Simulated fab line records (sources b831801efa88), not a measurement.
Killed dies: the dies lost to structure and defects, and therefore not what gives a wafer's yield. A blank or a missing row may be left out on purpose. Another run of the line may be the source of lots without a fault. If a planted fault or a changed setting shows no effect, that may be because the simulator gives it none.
Code-filled problem report in 8D (eight disciplines) form || flow sky130 || the parts of the form that need people (team, actions taken, sign-off) are left out

## 1. PROBLEM STATEMENT
Wafers without a fault read 0.4, standard deviation 0.64; killed at other at SKY_PAD_OPEN_PROBE_99 reads a mean of 51.7 on 9 wafers belonging to 3 lots. That is +80 standard deviations from the usual mean.
First observed at day 49 20:13: wafer L110.2, on prober-01. The record holds 36 wafers of 12 lots with a number at this step. Rule for "out", or "out of limits": more than 4 standard deviations from the usual mean. Any other wafer with a number is counted as sound.

## 2. WHAT THIS IS AND IS NOT
{"question": "which readings at this step", "is": "killed at other, defect limited yield, killed dies, sort n pass, sort yield pct", "is not": "killed_at_M0_to_M3, killed_at_M4_up, killed at contacts, killed at front end, killed open, killed short"}
{"question": "which lots", "is": "L110, L111, L113", "is not": "L101, L102, L103, L104, L995, L996, L997, L998, L999"}
{"question": "which wafers of those lots", "is": "all that have a number", "is not": "-"}
{"question": "read on which tools", "is": "prober-01, prober-02", "is not": "-"}
{"question": "when", "is": "from day 49 20:13", "is not": "up to then (27 sound wafers)"}

## 3. SUSPECTS, AND WHAT RULES EACH OUT
Counting: a tool at any process step up to the reading remains a suspect when it ran all the lots that are out and ran no sound lot after the first of those.
- plasma asher-03 at SKY_CAPM_STRIP_14 (strips in O2/N2): kept. Every lot that is out went through it, starting with L110 (day 42 15:51), and after that it ran no sound lot; the last sound lot it ran before then is L104 (day 40 12:32).
Remaining after the count: plasma asher-03 at SKY_CAPM_STRIP_14.

## 4. THE CAUSE (what the simulator had put in)
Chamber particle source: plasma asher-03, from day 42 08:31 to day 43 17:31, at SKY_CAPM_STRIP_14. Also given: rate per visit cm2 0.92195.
This tool alone remained once counting was done.

## 5. SEQUENCE OF EFFECTS, ordered by route
Each row: a reading where the mean over the struck wafers with a number is more than 3 standard deviations away from the usual. Scope: only readings with a usual standard deviation given in the record; hours: median across lots of the time from each lot's start at the first step in this table that gives one to its start at this step; sigmas: change in usual standard deviations.
{"hours": 0, "step": "SKY_PAD_OPEN_PROBE_99", "reading": "defect limited yield", "usual": "82.5 %", "on struck wafers": 73.1, "change": -9.4, "sigmas": -5.0}
{"hours": 0, "step": "SKY_PAD_OPEN_PROBE_99", "reading": "killed at other", "usual": 0.4, "on struck wafers": 51.7, "change": "+51.3", "sigmas": "+80"}
{"hours": 0, "step": "SKY_PAD_OPEN_PROBE_99", "reading": "killed dies", "usual": 86, "on struck wafers": 133, "change": "+47", "sigmas": "+5.0"}
{"hours": 0, "step": "SKY_PAD_OPEN_PROBE_99", "reading": "sort_bin_3_pad_short", "usual": "0.9 %", "on struck wafers": 2.7, "change": "+1.8", "sigmas": "+4.7"}
{"hours": 0, "step": "SKY_PAD_OPEN_PROBE_99", "reading": "sort_bin_5_function", "usual": "10.3 %", "on struck wafers": 17.1, "change": "+6.8", "sigmas": "+4.9"}
{"hours": 0, "step": "SKY_PAD_OPEN_PROBE_99", "reading": "sort n pass", "usual": 406, "on struck wafers": 359, "change": -47, "sigmas": -5.0}
{"hours": 0, "step": "SKY_PAD_OPEN_PROBE_99", "reading": "sort yield pct", "usual": "82.5 %", "on struck wafers": 73.1, "change": -9.4, "sigmas": -5.0}
Its process steps:
- SKY_PAD_OPEN_PROBE_99

## 6. WHAT WOULD HAVE CAUGHT IT SOONER
In this record the first reading out of limits was taken at day 49 20:13, 180 hours after the fault began at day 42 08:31.
No tool reading at SKY_CAPM_STRIP_14 that has a usual standard deviation in the record was out on any struck wafer, so an alarm limit of 4 standard deviations on those readings would not have fired.
By day 49 20:13 the whole set of lots that are out, 3 in number, had already begun SKY_CAPM_STRIP_14 on plasma asher-03. Tool hold at that time: it would have spared none of them.
